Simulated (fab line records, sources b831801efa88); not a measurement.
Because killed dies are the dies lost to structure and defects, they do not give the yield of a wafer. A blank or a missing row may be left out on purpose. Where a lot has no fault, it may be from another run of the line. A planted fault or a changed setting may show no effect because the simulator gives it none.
fab line records	flow sky130
[record] lots = 14	wafers = 42	last_day = 50
route steps=708 shown SD_P@327 SD_N@356 LI_CONTACT@364 PAD_OPEN@708
lots untouched by any fault: they come from a run of this same line in which no faults occurred
start_h: start of the lot's first displayed wafer, in hours after the record's first day	wait_h: how many hours have passed since the lot's step before this one	" unchanged from the row above	L1.1+2: one row covering several wafers at once	- no value, or no start given	* or withheld: withheld	< > ~ a bound
route shown NAME@n: names a module that has steps shown in the file, with the first one's number in the route	usual: the fault-free wafers' mean and standard deviation	same: alike in all rows	chamber/n: place in a boat	sites: the reading at each site	_std_site: standard deviation across them	_edge_site: outer sites' mean less inner sites'	radius_mm: how far each site lies from the wafer's centre	mask NAME#n: copy n	behind: the tool/chamber that last shaped the wafer	hold: what put the lot on hold/how long, in hours/how the hold closed	device: the transistor (n, p or np) that didn't switch	end of line: the tests these same wafers got at the end of their route	where a step has no rows: the recipe by itself	killed: dies that structure and defects cost at the first sort, which is not the same as the wafer's yield	map: shows each die of a wafer: x if killed, . if not, _ if none is there
set.NAME: the setting that was run; set.NAME@STEP: the one run at that earlier step	model.NAME: the simulator's own value behind a step, which no gauge read
the route's steps for a sample of lots (tables are steps, rows are wafers)
services: when a tool's chamber went out of use (start_h, in hours from the record's first day, below 0 if earlier), for how many hours, and the reason
[[steps]]
[step SKY_SD_P_CD_MEAS_07]
[recipe] target_cd_nm = 380
[usual] cd_nm = 380.5/2.7
lot.wafer	tool	chamber	start_h	wait_h	cd_nm
L827.2	cd_sem-01	-	583.29	0.1	375.8
L827.3	"	-	"	"	378.9
L827.4	"	-	"	"	376.9
L828.1	cd_sem-02	-	593.22	0.1	384.7
L828.3	"	-	"	"	385.2
L828.5	"	-	"	"	384.3
L829.1	cd_sem-01	-	596.91	0.1	375.5
L829.2	"	-	"	"	378.8
L829.3	"	-	"	"	375.7
L834.1	cd_sem-01	-	648.67	0.3	379.0
L834.3	"	-	"	"	382.5
L834.4	"	-	"	"	381.9
L836.1	cd_sem-01	-	663.12	0.1	378.7
L836.2	"	-	"	"	380.1
L836.4	"	-	"	"	380.3
L842.1	cd_sem-02	-	709.59	0.1	374.4
L842.3	"	-	"	"	375.3
L842.6	"	-	"	"	376.6
L844.1	cd_sem-02	-	729.93	0.1	380.9
L844.2	"	-	"	"	381.2
L844.5	"	-	"	"	380.1
L845.1	cd_sem-01	-	730.46	0.1	380.2
L845.3	"	-	"	"	379.0
L845.6	"	-	"	"	378.4
L843.2	cd_sem-01	-	730.78	0.1	384.5
L843.3	"	-	"	"	381.3
L843.5	"	-	"	"	383.1
L846.3	cd_sem-01	-	739.41	0.1	382.8
L846.5	"	-	"	"	383.8
L846.6	"	-	"	"	383.4
L847.2	cd_sem-01	-	746.64	0.1	376.5
L847.3	"	-	"	"	377.5
L847.4	"	-	"	"	379.0
L848.1	cd_sem-02	-	756.73	0.1	382.0
L848.5	"	-	"	"	379.7
L848.6	"	-	"	"	378.2
L849.2	cd_sem-02	-	759.90	0.1	379.9
L849.4	"	-	"	"	380.5
L849.6	"	-	"	"	382.8
L850.1	cd_sem-01	-	768.02	0.1	378.8
L850.3	"	-	"	"	377.8
L850.6	"	-	"	"	374.5
[step SKY_SD_P_TW_MEAS_11]
[usual] SD_P_TW = 2827/44
lot.wafer	tool	chamber	start_h	wait_h	SD_P_TW
L827.2	film_metro-01	-	583.69	0.1	2776
L827.3	"	-	"	"	2785
L827.4	"	-	"	"	2785
L828.1	film_metro-03	-	593.63	0.1	2807
L828.3	"	-	"	"	2798
L828.5	"	-	"	"	2806
L829.1	film_metro-01	-	597.32	0.1	2782
L829.2	"	-	"	"	2783
L829.3	"	-	"	"	2789
L834.1	film_metro-02	-	649.07	0.1	2889
L834.3	"	-	"	"	2879
L834.4	"	-	"	"	2872
L836.1	film_metro-01	-	663.53	0.1	2827
L836.2	"	-	"	"	2812
L836.4	"	-	"	"	2826
L842.1	film_metro-01	-	710.00	0.1	2788
L842.3	"	-	"	"	2796
L842.6	"	-	"	"	2801
L844.1	film_metro-01	-	730.33	0.1	2808
L844.2	"	-	"	"	2788
L844.5	"	-	"	"	2802
L845.1	film_metro-03	-	730.87	0.1	2812
L845.3	"	-	"	"	2810
L845.6	"	-	"	"	2817
L843.2	film_metro-02	-	731.18	0.1	2878
L843.3	"	-	"	"	2897
L843.5	"	-	"	"	2891
L846.3	film_metro-03	-	739.80	0.1	2807
L846.5	"	-	"	"	2810
L846.6	"	-	"	"	2821
L847.2	film_metro-01	-	747.04	0.1	2803
L847.3	"	-	"	"	2806
L847.4	"	-	"	"	2799
L848.1	film_metro-01	-	757.13	0.1	2807
L848.5	"	-	"	"	2814
L848.6	"	-	"	"	2794
L849.2	film_metro-03	-	760.29	0.1	2805
L849.4	"	-	"	"	2796
L849.6	"	-	"	"	2785
L850.1	film_metro-02	-	768.43	0.1	2890
L850.3	"	-	"	"	2896
L850.6	"	-	"	"	2904
[step SKY_SD_N_RTA_14]
[recipe] temp_c = 1075	time_s = 2	idle_temp_c = 650	ramp_up_c_per_s = 150	ramp_down_c_per_s = 90	ambient = N2
[usual] lamp_power_pct = 15.73/0.056	ramp_up_c_per_s = 150.00/0.029	wafer_temp_C_max = 1078.0/1.2
lot.wafer	tool	chamber	start_h	wait_h	lamp_power_pct	ramp_up_c_per_s	wafer_temp_C_max
L827.2	rtp_anneal-02	0	641.54	0.0	15.72	150.03	1078.5
L827.3	"	0	"	"	15.73	149.99	1076.9
L827.4	"	0	"	"	15.67	150.04	1076.2
L828.1	rtp_anneal-01	0	651.38	0.0	15.77	149.97	1077.5
L828.3	"	0	"	"	15.68	150.02	1077.4
L828.5	"	0	"	"	15.75	149.99	1077.6
L829.1	rtp_anneal-02	0	655.66	0.0	15.64	150.04	1077.3
L829.2	"	0	"	"	15.71	149.98	1080.2
L829.3	"	0	"	"	15.69	149.97	1077.2
L834.1	rtp_anneal-01	0	706.18	0.0	15.76	45.018	1078.2
L834.3	"	0	"	"	15.69	44.990	1077.3
L834.4	"	0	"	"	15.84	45.016	1078.3
L836.1	rtp_anneal-01	0	720.23	0.0	15.69	44.982	1076.8
L836.2	"	0	"	"	15.68	45.000	1078.3
L836.4	"	0	"	"	15.65	44.979	1077.8
L842.1	rtp_anneal-02	0	765.23	0.0	15.66	150.01	1077.5
L842.3	"	0	"	"	15.74	149.97	1077.7
L842.6	"	0	"	"	15.61	150.01	1078.9
L844.1	rtp_anneal-02	0	784.39	0.0	15.72	150.04	1076.5
L844.2	"	0	"	"	15.70	149.98	1079.3
L844.5	"	0	"	"	15.66	150.00	1078.8
L845.1	rtp_anneal-01	0	786.58	0.0	15.74	149.95	1077.3
L845.3	"	0	"	"	15.74	150.03	1081.1
L845.6	"	0	"	"	15.73	149.98	1080.3
L843.2	rtp_anneal-02	0	787.19	0.0	15.65	150.04	1079.8
L843.3	"	0	"	"	15.71	149.99	1076.1
L843.5	"	0	"	"	15.72	149.97	1077.2
L846.3	rtp_anneal-01	0	793.55	0.0	15.80	149.99	1077.3
L846.5	"	0	"	"	15.72	149.97	1076.9
L846.6	"	0	"	"	15.72	150.05	1076.8
L847.2	rtp_anneal-02	0	800.94	0.0	15.69	149.97	1078.2
L847.3	"	0	"	"	15.71	150.04	1078.8
L847.4	"	0	"	"	15.64	149.99	1076.9
L848.1	rtp_anneal-01	0	810.95	0.0	15.79	150.07	1077.2
L848.5	"	0	"	"	15.72	150.03	1077.2
L848.6	"	0	"	"	15.76	149.98	1076.5
L849.2	rtp_anneal-02	0	813.75	0.0	15.88	150.01	1079.4
L849.4	"	0	"	"	15.76	150.00	1079.0
L849.6	"	0	"	"	15.73	150.02	1079.0
L850.1	rtp_anneal-01	0	822.13	0.0	15.75	150.00	1079.8
L850.3	"	0	"	"	15.74	150.01	1077.8
L850.6	"	0	"	"	15.72	149.97	1078.7
[step SKY_LI_CONTACT_CMP_02]
[recipe] material = PSG	down_force_psi = 4	platen_rpm = 60	pad_velocity_m_s = 0.94248
[usual] motor_current_A = 12.5/1.4	time_to_endpoint_s = 31.4/2.9
lot.wafer	tool	chamber	start_h	wait_h	motor_current_A	time_to_endpoint_s
L827.2	cmp-01	1	642.24	0.0	11.9	34.3
L827.3	"	3	"	"	11.3	26.5
L827.4	"	0	"	"	11.5	35.2
L828.3	cmp-01	0	652.10	0.0	11.5	35.4
L828.1	"	1	"	"	12.6	33.0
L828.5	"	0	"	"	11.2	31.8
L829.3	cmp-02	0	656.42	0.1	11.5	32.5
L829.1	"	1	"	"	12.1	30.1
L829.2	"	2	"	"	14.5	30.1
L834.1	cmp-01	1	706.96	0.1	11.2	33.6
L834.3	"	2	"	"	13.4	35.4
L834.4	"	3	"	"	11.0	31.6
L836.2	cmp-02	1	720.95	0.0	11.7	27.4
L836.1	"	3	"	"	15.7	30.9
L836.4	"	0	"	"	11.2	33.9
L842.3	cmp-01	2	766.01	0.1	13.4	33.3
L842.1	"	0	"	"	11.2	30.0
L842.6	"	1	"	"	12.5	33.3
L844.2	cmp-02	1	785.15	0.1	11.5	30.1
L844.1	"	3	"	"	15.1	29.9
L844.5	"	0	"	"	10.9	31.8
L845.3	cmp-02	0	787.34	0.1	11.4	30.6
L845.1	"	2	"	"	14.4	27.9
L845.6	"	3	"	"	14.3	29.4
L843.2	cmp-01	0	787.90	0.0	11.0	31.6
L843.3	"	1	"	"	12.6	31.4
L843.5	"	0	"	"	11.1	33.7
L846.3	cmp-02	0	794.36	0.1	11.7	34.1
L846.5	"	2	"	"	13.9	32.5
L846.6	"	3	"	"	15.6	30.0
L847.3	cmp-01	1	801.64	0.0	12.8	31.1
L847.2	"	3	"	"	11.3	29.2
L847.4	"	0	"	"	11.1	31.0
L848.1	cmp-01	0	811.71	0.1	11.2	28.5
L848.5	"	3	"	"	11.5	25.7
L848.6	"	0	"	"	10.8	27.3
L849.4	cmp-01	0	814.50	0.1	11.3	31.7
L849.2	"	2	"	"	12.8	32.6
L849.6	"	3	"	"	11.2	30.1
L850.1	cmp-02	1	822.84	0.1	11.3	27.9
L850.3	"	0	"	"	11.6	33.3
L850.6	"	2	"	"	13.8	29.5
[step SKY_PAD_OPEN_PROBE_99]
[usual] killed_at_M0_to_M3 = 44/7.1	killed_at_M4_up = 3.3/1.8	killed_at_contacts = 23/5.5	killed_at_front_end = 15/4.5	killed_at_other = 0.2/0.48	killed_dies = 85/8.4	killed_open = 46/6.6	killed_short = 39/6.1
[same] gross_dies = 492	killed_at_back_side = 0
lot.wafer	tool	chamber	start_h	wait_h	killed_at_M0_to_M3	killed_at_M4_up	killed_at_contacts	killed_at_front_end	killed_at_other	killed_dies	killed_open	killed_short
L829.1	prober-01	-	1080.78	0.1	39	4	25	16	1	85	50	34
L829.2	prober-01	-	1080.83	0.1	50	7	21	13	0	91	41	50
L829.3	prober-01	-	1080.88	0.2	39	5	31	14	0	89	41	47
L844.1	prober-02	-	1172.45	0.1	51	3	24	10	0	88	42	46
L844.2	prober-02	-	1172.50	0.1	42	3	33	19	0	97	59	38
L844.5	prober-02	-	1172.65	0.2	41	1	29	12	0	83	41	42
L850.1	prober-01	-	1196.39	0.1	41	3	12	16	0	72	34	37
L850.3	prober-01	-	1196.49	0.2	43	5	28	16	0	92	48	41
L850.6	prober-01	-	1196.64	0.2	52	4	18	21	1	96	57	39
// killed by level:class
L829.1 CONTACT:geometric_particle:open=12 VIA1:geometric_particle:open=8 LI_CONTACT:geometric_particle:open=7 VIA2:geometric_particle:open=7 FIELD_ISO:geometric_particle:open=6 VIA3:geometric_particle:open=6 FIELD_ISO:geometric_particle:short=5 METAL1:geometric_particle:short=5
L829.2 VIA1:geometric_particle:open=12 CONTACT:geometric_particle:open=8 METAL2:geometric_particle:short=7 METAL3:geometric_particle:short=7 METAL4:geometric_particle:short=6 METAL1:geometric_particle:short=6 VIA2:geometric_particle:open=5 LI_CONTACT:geometric_particle:open=5
L829.3 CONTACT:geometric_particle:open=11 METAL2:geometric_particle:short=8 VIA1:geometric_particle:open=7 LOCAL_INTERCONNECT:geometric_particle:short=7 VIA2:geometric_particle:open=7 VIA1:geometric_particle:short=6 LI_CONTACT:geometric_particle:open=6 FIELD_ISO:geometric_particle:short=5
L844.1 VIA3:geometric_particle:open=8 VIA2:geometric_particle:open=8 CONTACT:geometric_particle:open=7 METAL2:geometric_particle:short=7 VIA1:geometric_particle:open=6 LI_CONTACT:geometric_particle:open=6 CONTACT:geometric_particle:short=6 VIA1:geometric_particle:short=5
L844.2 LI_CONTACT:geometric_particle:open=11 VIA1:geometric_particle:open=9 POLY_GATE:geometric_particle:open=8 CONTACT:geometric_particle:open=8 VIA1:geometric_particle:short=7 LOCAL_INTERCONNECT:geometric_particle:short=7 VIA3:geometric_particle:open=7 FIELD_ISO:geometric_particle:open=6
L844.5 CONTACT:geometric_particle:open=11 LI_CONTACT:geometric_particle:open=6 METAL1:geometric_particle:short=6 CONTACT:geometric_particle:short=6 VIA1:geometric_particle:open=6 VIA1:geometric_particle:short=6 FIELD_ISO:geometric_particle:short=5 METAL2:geometric_particle:short=4
L850.1 VIA1:geometric_particle:open=12 METAL2:geometric_particle:short=7 FIELD_ISO:geometric_particle:open=4 METAL1:geometric_particle:short=4 VIA1:geometric_particle:short=4 VIA2:geometric_particle:open=4 VIA3:geometric_particle:open=3 POLY_GATE:geometric_particle:open=3
L850.3 CONTACT:geometric_particle:open=11 VIA2:geometric_particle:open=8 METAL1:geometric_particle:short=7 POLY_GATE:geometric_particle:short=7 LI_CONTACT:geometric_particle:open=7 VIA1:geometric_particle:open=6 METAL2:geometric_particle:short=6 LOCAL_INTERCONNECT:geometric_particle:short=5
L850.6 VIA1:geometric_particle:open=14 VIA2:geometric_particle:open=8 LI_CONTACT:geometric_particle:open=7 POLY_GATE:geometric_particle:open=6 CONTACT:geometric_particle:open=6 METAL1:geometric_particle:short=6 METAL2:geometric_particle:short=6 FIELD_ISO:geometric_particle:short=5
[[services]]
tool	chamber	start_h	hours	kind
cmp-01	-	628.09	3.9	pm
rtp_anneal-02	-	648.93	0.7	pm
cmp-02	-	667.72	6.6	pm
cmp-02	-	723.19	4.5	repair
cmp-02	-	744.22	4.0	pm
cmp-01	-	746.10	2.8	repair
cmp-01	-	746.51	1.0	repair
cmp-02	-	748.22	-	consumable_replace:conditioner
cmp-02	-	748.22	-	consumable_replace:pad
cmp-02	-	774.28	1.3	repair
cmp-01	-	776.18	4.8	pm
cmp-02	-	806.58	1.6	repair
cmp-02	-	810.17	1.5	repair
rtp_anneal-01	-	815.56	3.9	pm
[[key]]
[first_sign] step = SKY_SD_N_RTA_14	reading = ramp_up_c_per_s	direction = down	sigmas = 99+	usual = 150.00	struck = 44.997
effect none on later readings
met_at SKY_SD_N_RTA_14
struck_lots L834,L836
tester_left_out L834,L836
not_acting_at SKY_SD_P_CD_MEAS_07,SKY_SD_P_TW_MEAS_11,SKY_LI_CONTACT_CMP_02
onset_between 651.38 706.18
[fault] kind = process_parameter_drift	tool = rtp_anneal-01	chamber = -	onset_h = 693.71	steps = SKY_SD_N_RTA_14	channel = ramp_up_c_per_s	offset = -105	shape = step	end_h = 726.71	acts_in = these_recipes_only	stated = 150
// tester_left_out: of these lots the tester's yield and bins aren't shown, on N5 and GAA mostly nor the transistor test; their killed dies are dies lost to structure and defects alone, not to doping, threshold or leakage, so they don't give the yield
